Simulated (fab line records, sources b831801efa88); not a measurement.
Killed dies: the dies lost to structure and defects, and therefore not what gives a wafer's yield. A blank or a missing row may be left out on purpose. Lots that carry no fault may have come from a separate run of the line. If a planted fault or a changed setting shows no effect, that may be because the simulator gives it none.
A struck lot beside a sound one    flow sky130    25 out of 708 route steps
Sound: wafers L320.1, L320.2, L320.3. Wafers struck: L307.1, L307.2, L307.3. At the end, the cause is stated.
Per side, at each step with rows, come the tool, then ch with its chambers, and then its first start. Under that, the readings that differ: sound wafers    struck wafers    difference of the means    sigmas: that difference in standard deviations of wafers without a fault.
alike: same words and numbers on both sides, and readings whose means sit less than 2 such deviations apart. not compared: any withheld reading, any reading some wafer has no value for, any bound like >300 that may hide the same value, and any number with overlapping values for which the record gives no deviation.
Wherever a step has rows on one side only, a row that says differs or no value, or a row with sigmas, the two part there. Numbers that don't overlap but have no deviation are shown without sigmas and don't part them. Lack of a reading on every wafer of one side parts them only where that side has two or more wafers.

SKY_VIA1_THK_MEAS_23: measures by xrf.
  sound on film-metro-02, day 39 10:05; struck on film-metro-02, day 36 07:28
  alike: VIA1_W_THK
then, 2 steps without rows for these wafers: SKY_VIA1_CMP_24 (polishes, stops on SiO2, t overpolish 15 s, target thk 0 nm); SKY_METAL2_SPUTTER_00 (material Ti, target thk 15 nm, time 10 s).
SKY_METAL2_SPUTTER_01: material TiN, target thk 20 nm, time 16.7 s.
  sound on pvd-sputter-01, day 39 10:28; struck on pvd-sputter-01, day 36 07:51
  alike: chamber-pressure-pa, throttle-valve-pct
then, 1 step without rows for these wafers: SKY_METAL2_SPUTTER_02 (material AlCu, target thk 250 nm, time 13.3 s).
SKY_METAL2_SPUTTER_03: material Ti, target thk 5 nm, time 3.3 s.
  sound on pvd-sputter-01, day 39 10:31; struck on pvd-sputter-01, day 36 07:54
  alike: chamber-pressure-pa, throttle-valve-pct
SKY_METAL2_SPUTTER_04: material TiN, target thk 70 nm, time 58.3 s.
  sound on pvd-sputter-01, day 39 10:32; struck on pvd-sputter-01, day 36 07:55
  alike: chamber-pressure-pa, throttle-valve-pct
SKY_METAL2_RS_MEAS_05: a four-point-probe measurement.
  sound on film-metro-04, day 39 10:35; struck on film-metro-04, day 36 07:58
  alike: METAL2_ALCU_RS
SKY_METAL2_THK_MEAS_06: measures by xrf.
  sound on film-metro-04, day 39 10:42; struck on film-metro-04, day 36 08:05
  alike: METAL2_ALCU_THK
then, 3 steps without rows for these wafers: SKY_METAL2_DEHYDRATE_07 (time 60 s); SKY_METAL2_HMDS_08 (prime time 60 s); SKY_METAL2_COAT_09 (resist thk 60 nm).
SKY_METAL2_COAT_10: resist thk 450 nm.
  sound on litho-track-03 ch 0, day 39 22:00; struck on litho-track-04 ch 0, day 36 20:00
reading                                        sound                 struck                difference  sigmas
spin-speed-rpm (rpm)                           3000.6 2999.9 2999.5  2628.8 2627.4 2626.6  -372.4      -99 or more
model.KrF-thick_of_METAL2_COAT_10.thk-nm (nm)  451.3 451.6 452.1     478.3 478.2 479.4     +27.0       
  alike: exhaust-pa
then, 4 steps without rows for these wafers: SKY_METAL2_SOFTBAKE_11 (time 90 s); SKY_METAL2_EXPOSE_12 (exposes mask MM2, target cd 140 nm); SKY_METAL2_PEB_13; SKY_METAL2_DEVELOP_14 (develop time 60 s).
SKY_METAL2_CD_MEAS_15: target cd 140 nm.
  sound on cd-sem-02, day 40 10:35; struck on cd-sem-01, day 37 09:07
  alike: cd-nm
SKY_METAL2_OVL_MEAS_16:
  sound on overlay-01, day 40 10:43; struck on overlay-02, day 37 09:14
  alike: METAL2_OVL
SKY_METAL2_DESCUM_17: chemistry O2, time 8 s.
  sound on rie-metal-04 ch 0,1, day 40 10:45; struck on rie-metal-04 ch 0, day 37 09:16
  alike: drypump-motor-current-A, oes-product-au
  not compared: rf-hours-counter-h
SKY_METAL2_ETCH_18: etches BARC in N2/H2, stops on SiO2, time 45.9 s, target depth 60 nm.
  sound on rie-metal-04 ch 0,1, day 40 10:47; struck on rie-metal-04 ch 0, day 37 09:20
  alike: drypump-motor-current-A, oes-product-au, throttle-valve-pct
  not compared: rf-hours-counter-h
SKY_METAL2_METAL_ETCH_19: etches the open film in Cl2/BCl3, stops on SiO2, target depth 360 nm, time 78 s.
  sound on rie-metal-04 ch 0,1, day 40 10:50; struck on rie-metal-04 ch 0, day 37 09:28
reading                                        sound              struck             difference  sigmas
model.KrF-thick_of_METAL2_COAT_10.thk-nm (nm)  157.4 157.8 160.7  189.5 188.8 190.4  +30.9       
  alike: drypump-motor-current-A, oes-product-au, throttle-valve-pct
  not compared: rf-hours-counter-h
SKY_METAL2_STRIP_20: strips in O2/N2.
  sound on plasma-asher-02 ch 0,1, day 40 10:56; struck on plasma-asher-04 ch 0,1, day 37 09:38
reading                       sound              struck             difference  sigmas
oes-product-au (a.u.)         0.348 0.340 0.347  0.364 0.356 0.365  +0.017      +3
strip-time-to-endpoint-s (s)  2.68 2.68 2.70     3.03 3.03 3.04     +0.35       +7
  alike: drypump-motor-current-A
  not compared: rf-hours-counter-h
then, 1 step without rows for these wafers: SKY_METAL2_STRIP_21 (strips in post etch residue remover, time 1200 s).
-- the record jumps here: 10 days lie between the struck wafers' starts before and after (it left off in module METAL2 and takes up again in module PAD_OPEN, whose first step shown is number 708 of the route) --
SKY_PAD_OPEN_PROBE_99:
  sound on prober-01, day 49 19:22; struck on prober-01, day 47 09:49
  alike: defect-limited-yield, killed_at_M0_to_M3, killed_at_M4_up, killed-at-contacts, killed-at-front-end, killed-at-other, killed-dies, killed-open, killed-short, sort_bin_3_pad_short, sort_bin_5_function, sort_bin_6_memory, sort-n-pass, sort-yield-pct

== WHERE THEY PART ==
At SKY_METAL2_COAT_10 first; at SKY_METAL2_STRIP_20 last (within this record only). Later steps at which nothing parts them and some readings are alike: SKY_PAD_OPEN_PROBE_99.

WHY: the cause the simulator had injected
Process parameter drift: litho-track-04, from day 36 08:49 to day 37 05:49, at SKY_METAL2_COAT_10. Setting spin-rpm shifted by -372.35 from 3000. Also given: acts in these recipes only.
